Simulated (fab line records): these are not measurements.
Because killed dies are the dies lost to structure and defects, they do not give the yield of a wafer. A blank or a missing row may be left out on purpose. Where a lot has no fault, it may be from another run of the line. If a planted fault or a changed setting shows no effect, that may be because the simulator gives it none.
A lot that was struck, set against a sound lot | flow sky130 | 15 steps out of a route of 708
Sound: wafers L456.2, L456.4, L456.6. Struck: wafers L472.1, L472.2, L472.3. The cause is given at the end.
Each step with rows lists, per side, the tool, then ch with its chambers, then its first start. Under that, the readings that differ: sound wafers | struck wafers | difference of the means | sigmas: that difference in standard deviations of wafers without a fault.
alike: same words and numbers on both sides, and readings whose means sit less than 2 such deviations apart. not compared: any withheld reading, any reading some wafer has no value for, any bound like >300 that may hide the same value, and any number with overlapping values for which the record gives no deviation.
A row with sigmas, a row that says differs or no value, or rows on one side alone: a step with any of these is where the two part. When numbers do not overlap yet have no deviation, they are printed without sigmas and do not part them. A reading missing from all wafers of one side parts the sides only when that side holds two or more wafers.

first, 1 step without rows for these wafers: SKY_LDD_N_IMPLANT_15.
SKY_LDD_N_STRIP_16: strips in O2/N2.
  sound on plasma_asher-03 ch 0,1, day 19 08:20; struck on plasma_asher-03 ch 0,1, day 24 18:50
  reading                      | sound             | struck            | difference | sigmas
  strip_time_to_endpoint_s (s) | 4.325 4.321 4.325 | 4.282 4.269 4.289 | -0.044     | -2
  alike: drypump_motor_current_A, oes_product_au
  not compared: rf_hours_counter_h
SKY_LDD_N_TW_MEAS_17:
  sound: film_metro-02 at day 19 08:26; struck: film_metro-02 at day 24 18:56
  alike: LDD_N_TW
then, 7 steps without rows for these wafers: SKY_LDD_P_DEHYDRATE_00 (time 60 s); SKY_LDD_P_HMDS_01 (prime time 60 s); SKY_LDD_P_COAT_02 (resist thk 1140 nm); SKY_LDD_P_SOFTBAKE_03 (time 60 s); SKY_LDD_P_EXPOSE_04 (exposes mask PSDM, target cd 380 nm); SKY_LDD_P_PEB_05; SKY_LDD_P_DEVELOP_06 (develop time 62.21 s).
SKY_LDD_P_CD_MEAS_07: target cd 380 nm.
  sound: cd_sem-02 at day 20 15:26; struck: cd_sem-02 at day 26 01:01
  alike: cd_nm
SKY_LDD_P_OVL_MEAS_08:
  sound: overlay-01 at day 20 15:32; struck: overlay-02 at day 26 01:08
  alike: LDD_P_OVL
SKY_LDD_P_IMPLANT_09:
  sound on implanter-01 ch 0, day 20 15:36; struck on implanter-01 ch 0, day 26 01:10
  reading       | sound                        | struck                           | difference  | sigmas
  dose_ions_cm2 | 9.996e+12 9.99e+12 9.992e+12 | 1.0408e+13 1.0403e+13 1.0399e+13 | +4.1067e+11 | +41
SKY_LDD_P_STRIP_10: strips in O2/N2.
  sound on plasma_asher-04 ch 0,1, day 20 15:43; struck on plasma_asher-03 ch 0,1, day 26 01:19
  alike: drypump_motor_current_A, oes_product_au, strip_time_to_endpoint_s
  not compared: rf_hours_counter_h
-- a jump in the record: the struck wafers' starts before and after are 25 days apart (it breaks off in module LDD_P and resumes in module PAD_OPEN, where the first step shown is number 708 of the route) --
SKY_PAD_OPEN_PROBE_99:
  sound: prober-01 at day 47 11:14; struck: prober-01 at day 50 22:58
  reading                     | sound          | struck         | difference | sigmas
  model.etest.tip_p.rs_ohm_sq | 6922 6888 6856 | 6800 6842 6811 | -71        |
  alike: killed_at_M0_to_M3, killed_at_M4_up, killed_at_contacts, killed_at_front_end, killed_at_other, killed_dies, killed_open, killed_short

WHERE THEY PART
Last at SKY_LDD_P_IMPLANT_09 as far as this record goes, first at SKY_LDD_N_STRIP_16. Later steps at which nothing parts them and some readings are alike: SKY_LDD_P_STRIP_10, SKY_PAD_OPEN_PROBE_99.

WHY: whatever the simulator had introduced
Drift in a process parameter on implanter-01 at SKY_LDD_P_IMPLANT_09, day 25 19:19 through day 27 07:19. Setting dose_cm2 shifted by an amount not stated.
